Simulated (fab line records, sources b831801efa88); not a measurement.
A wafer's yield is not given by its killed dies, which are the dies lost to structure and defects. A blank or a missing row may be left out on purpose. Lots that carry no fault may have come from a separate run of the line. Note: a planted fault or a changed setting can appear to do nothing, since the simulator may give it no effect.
Comparing a struck lot with a sound one | flow gf180mcu | 18 steps out of a route of 602
Sound: wafers L672.1, L672.3, L672.4. The struck wafers were L686.1, L686.3, L686.5. The cause is named last.
Per side, at each step with rows, come the tool, then ch with its chambers, and then its first start. Under that, the readings that differ: sound wafers | struck wafers | difference of the means | sigmas: that difference in standard deviations of wafers without a fault.
alike: readings with means less than 2 such deviations apart, plus words and numbers identical on both sides. not compared: withheld readings, readings lacking a value on some wafer, bounds such as >300 that could conceal the same value, and numbers that have no deviation in the record and whose values overlap.
Wherever a step has rows on one side only, a row that says differs or no value, or a row with sigmas, the two part there. Numbers that have no deviation but don't overlap get no sigmas and don't part them. A reading missing from all wafers of one side parts the sides only when that side holds two or more wafers.

first, 3 steps without rows for these wafers: GF_V4_EXPOSE_11 (exposes mask Via4, target cd 260 nm); GF_V4_PEB_12 (peb time 90 s); GF_V4_DEVELOP_13 (develop time 60 s).
GF_V4_CD_MEAS_14 targets a cd of 260 nm.
  sound: cd-sem-02 at day 24 13:47; struck: cd-sem-01 at day 29 06:58
  alike: cd-nm
GF_V4_OVL_MEAS_15:
  sound: overlay-02 at day 24 13:55; struck: overlay-02 at day 29 07:05
  alike: V4_OVL
then, 1 step without rows for these wafers: GF_V4_ETCH_16 (etches BARC in N2/H2).
GF_V4_ETCH_17: etches SiO2 in C4F8/O2/Ar, stops on TiN, target depth 630 nm.
  sound: rie-diel-01 ch 0,1,2; struck: rie-diel-04 ch 1,3
  alike: oes-product-au
GF_V4_STRIP_18: strips in O2/N2.
  sound on plasma-asher-03 ch 0,1, day 24 14:04; struck on plasma-asher-01 ch 0,1, day 29 07:15
  reading            | sound       | struck      | difference | sigmas
  heater-power-w (W) | 295 288 311 | 388 377 375 | +82        | +2
  alike: drypump-motor-current-A, o2-flow-sccm, oes-product-au
  not compared: rf-hours-counter-h
then, 2 steps without rows for these wafers: GF_V4_STRIP_19 (strips in post etch residue remover, time 1200 s); GF_V4_CLEAN_20 (cleans in DIW).
GF_V4_SPUTTER_21: material Ti, target thk 15 nm, time 80.02 s.
  sound: pvd-sputter-03 at day 24 14:37; struck: pvd-sputter-02 at day 29 07:47
  alike: substrate-temp-c, throttle-valve-pct
GF_V4_SPUTTER_22: material TiN, target thk 10 nm, time 40 s.
  sound: pvd-sputter-03 at day 24 14:40; struck: pvd-sputter-02 at day 29 07:50
  alike: throttle-valve-pct
GF_V4_CVD_23: deposits W, target thk 350 nm, time 104.9 s.
  sound on cvd-w-01 ch 0,1, day 24 14:43; struck on cvd-w-01 ch 0,1, day 29 07:53
  reading                          | sound             | struck            | difference | sigmas
  chamber-pressure-Torr (Torr)     | 40.03 40.09 40.09 | 52.14 52.15 52.22 | +12.10     | +99 or more
  model.W_of_V4_CVD_23.thk-nm (nm) | 344.8 341.2 349.8 | 395.9 395.1 396.1 | +50.4      |
  alike: heater-power-w
GF_V4_RS_MEAS_24: measurement is done with a four-point probe.
  sound: film-metro-01 at day 24 14:49; struck: film-metro-03 at day 29 08:00
  reading          | sound             | struck            | difference | sigmas
  V4_W_RS (ohm/sq) | 0.333 0.336 0.327 | 0.289 0.290 0.289 | -0.043     | -12
GF_V4_THK_MEAS_25: measures by xrf.
  sound: film-metro-01 at day 24 14:56; struck: film-metro-03 at day 29 08:07
  reading       | sound       | struck      | difference | sigmas
  V4_W_THK (nm) | 352 348 356 | 399 399 400 | +47        | +10
GF_V4_CMP_26: polishes, stops on SiO2, t overpolish 15 s, target thk 0 nm.
  sound on cmp-02 ch 0,1,2, day 24 15:00; struck on cmp-02 ch 0,1,2, day 29 08:11
  reading                | sound          | struck         | difference | sigmas
  time-to-endpoint-s (s) | 84.8 85.3 87.4 | 98.2 96.8 98.6 | +12.0      | +4
  alike: motor-current-A, platen-rpm
GF_MIM_SPUTTER_00: material Ti, target thk 37.5 nm, time 150 s.
  sound: pvd-sputter-04 at day 24 15:18; struck: pvd-sputter-04 at day 29 08:29
  alike: substrate-temp-c, throttle-valve-pct
following that, these wafers have no rows for 1 step: GF_PASSIVATION_PROBE_99.

## WHERE THEY PART
Earliest at GF_V4_STRIP_18; latest, in this record, at GF_V4_CMP_26. Later steps at which nothing parts them and some readings are alike: GF_MIM_SPUTTER_00.

WHY: the cause the simulator had injected
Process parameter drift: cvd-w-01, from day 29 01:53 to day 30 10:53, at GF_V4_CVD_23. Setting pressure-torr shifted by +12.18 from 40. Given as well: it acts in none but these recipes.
